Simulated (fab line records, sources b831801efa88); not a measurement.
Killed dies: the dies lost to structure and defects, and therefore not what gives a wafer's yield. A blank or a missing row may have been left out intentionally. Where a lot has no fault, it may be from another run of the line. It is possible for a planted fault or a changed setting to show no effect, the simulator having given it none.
Which tool did it? || flow gf180mcu || Sampling: 14 lots, 42 wafers, 5 of 602 route steps

WHAT EACH GAUGE READ, for each wafer
GF_HV_LDD_CD_MEAS_46: target cd 400 nm.
{"lot": "L732", "measured": "day 12 07:55", "on": "cd_sem-02", "cd_nm (nm)": "400.5 399.3 399.8"}
{"lot": "L733", "measured": "day 12 18:17", "on": "cd_sem-01", "cd_nm (nm)": "397.6 399.9 399.3"}
{"lot": "L734", "measured": "day 13 06:41", "on": "cd_sem-01", "cd_nm (nm)": "395.4 399.1 395.8"}
{"lot": "L736", "measured": "day 13 21:55", "on": "cd_sem-02", "cd_nm (nm)": "400.7 399.8 401.2"}
{"lot": "L737", "measured": "day 14 06:38", "on": "cd_sem-01", "cd_nm (nm)": "396.5 399.3 398.5"}
{"lot": "L739", "measured": "day 15 04:46", "on": "cd_sem-01", "cd_nm (nm)": "401.0 399.4 399.7"}
{"lot": "L740", "measured": "day 15 09:54", "on": "cd_sem-01", "cd_nm (nm)": "399.8 399.8 401.2"}
{"lot": "L741", "measured": "day 15 13:39", "on": "cd_sem-02", "cd_nm (nm)": "404.6 404.4 403.7"}
{"lot": "L742", "measured": "day 16 01:12", "on": "cd_sem-02", "cd_nm (nm)": "399.5 401.0 400.3"}
{"lot": "L746", "measured": "day 17 06:23", "on": "cd_sem-02", "cd_nm (nm)": "400.6 399.4 399.9"}
{"lot": "L747", "measured": "day 17 20:59", "on": "cd_sem-02", "cd_nm (nm)": "410.0 410.5 407.7 409.8 410.9 407.9"}
{"lot": "L748", "measured": "day 18 03:34", "on": "cd_sem-02", "cd_nm (nm)": "405.3 403.7 403.9"}
{"lot": "L754", "measured": "day 19 20:07", "on": "cd_sem-02", "cd_nm (nm)": "396.6 398.3 397.3"}
{"lot": "L755", "measured": "day 20 11:51", "on": "cd_sem-01", "cd_nm (nm)": "401.0 399.4 401.1"}

GF_V4_THK_MEAS_01.
{"lot": "L732", "measured": "day 23 09:12", "on": "film_metro-01", "V4_CVD_00_THK (nm)": "608 607 611"}
{"lot": "L733", "measured": "day 23 21:50", "on": "film_metro-04", "V4_CVD_00_THK (nm)": "615 613 598"}
{"lot": "L734", "measured": "day 24 21:56", "on": "film_metro-04", "V4_CVD_00_THK (nm)": "605 609 602"}
{"lot": "L736", "measured": "day 25 03:59", "on": "film_metro-01", "V4_CVD_00_THK (nm)": "611 611 604"}
{"lot": "L737", "measured": "day 25 17:29", "on": "film_metro-04", "V4_CVD_00_THK (nm)": "607 602 604"}
{"lot": "L739", "measured": "day 26 17:02", "on": "film_metro-02", "V4_CVD_00_THK (nm)": "598 604 610"}
{"lot": "L740", "measured": "day 26 20:18", "on": "film_metro-02", "V4_CVD_00_THK (nm)": "604 597 601"}
{"lot": "L741", "measured": "day 26 23:33", "on": "film_metro-04", "V4_CVD_00_THK (nm)": "597 602 604"}
{"lot": "L742", "measured": "day 27 01:50", "on": "film_metro-02", "V4_CVD_00_THK (nm)": "595 606 602"}
{"lot": "L746", "measured": "day 28 11:48", "on": "film_metro-04", "V4_CVD_00_THK (nm)": "608 608 601"}
{"lot": "L747", "measured": "day 28 20:14", "on": "film_metro-04", "V4_CVD_00_THK (nm)": "590 594 595"}
{"lot": "L748", "measured": "day 29 08:22", "on": "film_metro-02", "V4_CVD_00_THK (nm)": "597 600 606"}
{"lot": "L754", "measured": "day 30 12:11", "on": "film_metro-01", "V4_CVD_00_THK (nm)": "590 599 607"}
{"lot": "L755", "measured": "day 31 04:58", "on": "film_metro-01", "V4_CVD_00_THK (nm)": "600 599 595"}

GF_V4_THK_MEAS_03.
{"lot": "L732", "measured": "day 23 09:20", "on": "film_metro-04", "V4_CVD_02_THK (nm)": "840 833 854"}
{"lot": "L733", "measured": "day 23 21:58", "on": "film_metro-02", "V4_CVD_02_THK (nm)": "846 875 859"}
{"lot": "L734", "measured": "day 24 22:04", "on": "film_metro-04", "V4_CVD_02_THK (nm)": "859 872 848"}
{"lot": "L736", "measured": "day 25 04:07", "on": "film_metro-02", "V4_CVD_02_THK (nm)": "840 848 861"}
{"lot": "L737", "measured": "day 25 17:37", "on": "film_metro-02", "V4_CVD_02_THK (nm)": "855 849 862"}
{"lot": "L739", "measured": "day 26 17:10", "on": "film_metro-02", "V4_CVD_02_THK (nm)": "842 822 836"}
{"lot": "L740", "measured": "day 26 20:26", "on": "film_metro-01", "V4_CVD_02_THK (nm)": "851 854 871"}
{"lot": "L741", "measured": "day 26 23:43", "on": "film_metro-04", "V4_CVD_02_THK (nm)": "850 851 858"}
{"lot": "L742", "measured": "day 27 01:58", "on": "film_metro-01", "V4_CVD_02_THK (nm)": "848 842 860"}
{"lot": "L746", "measured": "day 28 11:56", "on": "film_metro-01", "V4_CVD_02_THK (nm)": "839 845 865"}
{"lot": "L747", "measured": "day 28 20:22", "on": "film_metro-04", "V4_CVD_02_THK (nm)": "842 853 844"}
{"lot": "L748", "measured": "day 29 08:29", "on": "film_metro-04", "V4_CVD_02_THK (nm)": "840 845 861"}
{"lot": "L754", "measured": "day 30 12:19", "on": "film_metro-02", "V4_CVD_02_THK (nm)": "857 870 849"}
{"lot": "L755", "measured": "day 31 05:06", "on": "film_metro-04", "V4_CVD_02_THK (nm)": "849 839 860"}

EACH LOT AND THE TOOL THAT RAN IT (in order: tool; ch and the chambers of the sampled wafers; start)
{"lot": "L732", "GF_HV_LDD_DEVELOP_45": "litho_track-04 ch 0, day 12 07:46", "GF_V2_CVD_02": "pecvd-04 ch 0,2, day 19 04:40"}
{"lot": "L733", "GF_HV_LDD_DEVELOP_45": "litho_track-01 ch 0, day 12 18:08", "GF_V2_CVD_02": "pecvd-03 ch 0,2, day 19 16:23"}
{"lot": "L734", "GF_HV_LDD_DEVELOP_45": "litho_track-01 ch 0, day 13 06:32", "GF_V2_CVD_02": "pecvd-04 ch 1,2, day 20 08:53"}
{"lot": "L736", "GF_HV_LDD_DEVELOP_45": "litho_track-01 ch 0, day 13 21:46", "GF_V2_CVD_02": "pecvd-03 ch 1,2, day 21 04:44"}
{"lot": "L737", "GF_HV_LDD_DEVELOP_45": "litho_track-01 ch 0, day 14 06:29", "GF_V2_CVD_02": "pecvd-04 ch 1,2, day 21 12:11"}
{"lot": "L739", "GF_HV_LDD_DEVELOP_45": "litho_track-04 ch 0, day 15 04:37", "GF_V2_CVD_02": "pecvd-04 ch 0,1,2, day 22 14:47"}
{"lot": "L740", "GF_HV_LDD_DEVELOP_45": "litho_track-01 ch 0, day 15 09:46", "GF_V2_CVD_02": "pecvd-03 ch 0,2, day 22 19:21"}
{"lot": "L741", "GF_HV_LDD_DEVELOP_45": "litho_track-04 ch 0, day 15 13:31", "GF_V2_CVD_02": "pecvd-01 ch 0,1, day 23 00:59"}
{"lot": "L742", "GF_HV_LDD_DEVELOP_45": "litho_track-03 ch 0, day 16 01:03", "GF_V2_CVD_02": "pecvd-01 ch 0,1, day 23 08:20"}
{"lot": "L746", "GF_HV_LDD_DEVELOP_45": "litho_track-03 ch 0, day 17 06:15", "GF_V2_CVD_02": "pecvd-04 ch 0,1, day 24 19:25"}
{"lot": "L747", "GF_HV_LDD_DEVELOP_45": "litho_track-04 ch 0, day 17 20:50", "GF_V2_CVD_02": "pecvd-01 ch 0,2, day 25 00:55"}
{"lot": "L748", "GF_HV_LDD_DEVELOP_45": "litho_track-04 ch 0, day 18 03:25", "GF_V2_CVD_02": "pecvd-04 ch 0,1, day 25 17:10"}
{"lot": "L754", "GF_HV_LDD_DEVELOP_45": "litho_track-01 ch 0, day 19 19:58", "GF_V2_CVD_02": "pecvd-04 ch 0,1,2, day 26 23:31"}
{"lot": "L755", "GF_HV_LDD_DEVELOP_45": "litho_track-04 ch 0, day 20 11:43", "GF_V2_CVD_02": "pecvd-03 ch 0,1, day 27 17:41"}
- GF_HV_LDD_DEVELOP_45: develop time 60 s.
- GF_V2_CVD_02: deposits SiO2 from TEOS, target thk 850 nm, time 94.851 s.

WHAT THE TOOLS THEMSELVES READ (means of the sampled wafers that have a number; where no wafer has one, the mark that the record gives instead)
GF_HV_LDD_DEVELOP_45.
{"lot": "L732", "tool": "litho_track-04", "developer_temp_C (C)": 22.85}
{"lot": "L733", "tool": "litho_track-01", "developer_temp_C (C)": 23.04}
{"lot": "L734", "tool": "litho_track-01", "developer_temp_C (C)": 23.09}
{"lot": "L736", "tool": "litho_track-01", "developer_temp_C (C)": 22.94}
{"lot": "L737", "tool": "litho_track-01", "developer_temp_C (C)": 23.07}
{"lot": "L739", "tool": "litho_track-04", "developer_temp_C (C)": 22.88}
{"lot": "L740", "tool": "litho_track-01", "developer_temp_C (C)": 23.09}
{"lot": "L741", "tool": "litho_track-04", "developer_temp_C (C)": 23.12}
{"lot": "L742", "tool": "litho_track-03", "developer_temp_C (C)": 22.93}
{"lot": "L746", "tool": "litho_track-03", "developer_temp_C (C)": 22.88}
{"lot": "L747", "tool": "litho_track-04", "developer_temp_C (C)": 20.62}
{"lot": "L748", "tool": "litho_track-04", "developer_temp_C (C)": 20.61}
{"lot": "L754", "tool": "litho_track-01", "developer_temp_C (C)": 23.09}
{"lot": "L755", "tool": "litho_track-04", "developer_temp_C (C)": 22.90}

GF_V2_CVD_02.
{"lot": "L732", "tool": "pecvd-04", "heater_power_w (W)": 671}
{"lot": "L733", "tool": "pecvd-03", "heater_power_w (W)": 700}
{"lot": "L734", "tool": "pecvd-04", "heater_power_w (W)": 672}
{"lot": "L736", "tool": "pecvd-03", "heater_power_w (W)": 724}
{"lot": "L737", "tool": "pecvd-04", "heater_power_w (W)": 746}
{"lot": "L739", "tool": "pecvd-04", "heater_power_w (W)": 706}
{"lot": "L740", "tool": "pecvd-03", "heater_power_w (W)": 771}
{"lot": "L741", "tool": "pecvd-01", "heater_power_w (W)": 521}
{"lot": "L742", "tool": "pecvd-01", "heater_power_w (W)": 509}
{"lot": "L746", "tool": "pecvd-04", "heater_power_w (W)": 672}
{"lot": "L747", "tool": "pecvd-01", "heater_power_w (W)": 517}
{"lot": "L748", "tool": "pecvd-04", "heater_power_w (W)": 707}
{"lot": "L754", "tool": "pecvd-04", "heater_power_w (W)": 655}
{"lot": "L755", "tool": "pecvd-03", "heater_power_w (W)": 804}

THE ANSWER, worked out from the rows above alone
Rule: the lots themselves supply what counts as usual. Put in order of their means at a reading, lots are off if they are a third of the lots or fewer, leave a main group of 4 or more, and stand apart from it by a gap of 3 or more times the standard deviation of the main group's means; of several such gaps the widest counts. If all means in a main group match to the digits the tables above print for the reading, that group is not used. A lot without any number at a reading at which 4 lots or more have one is off too. All remaining lots with rows at the step are treated as sound. After the gauges, taken in route order, come the tools' own readings; for these a lot's mean is taken, as printed above. At the first step where some lot is off, the reading lying furthest off is the one used; lots without a number count as furthest.
Off: L747, L748, at GF_HV_LDD_DEVELOP_45 (developer_temp_C). The main group has a mean of 22.99 C with a standard deviation of 0.097.
A tool fits if, at that step or a process step before it, it ran every lot that is off, and no sound lot after the first of them. None of those tried fits.

WHAT THE SIMULATOR HAD INSERTED
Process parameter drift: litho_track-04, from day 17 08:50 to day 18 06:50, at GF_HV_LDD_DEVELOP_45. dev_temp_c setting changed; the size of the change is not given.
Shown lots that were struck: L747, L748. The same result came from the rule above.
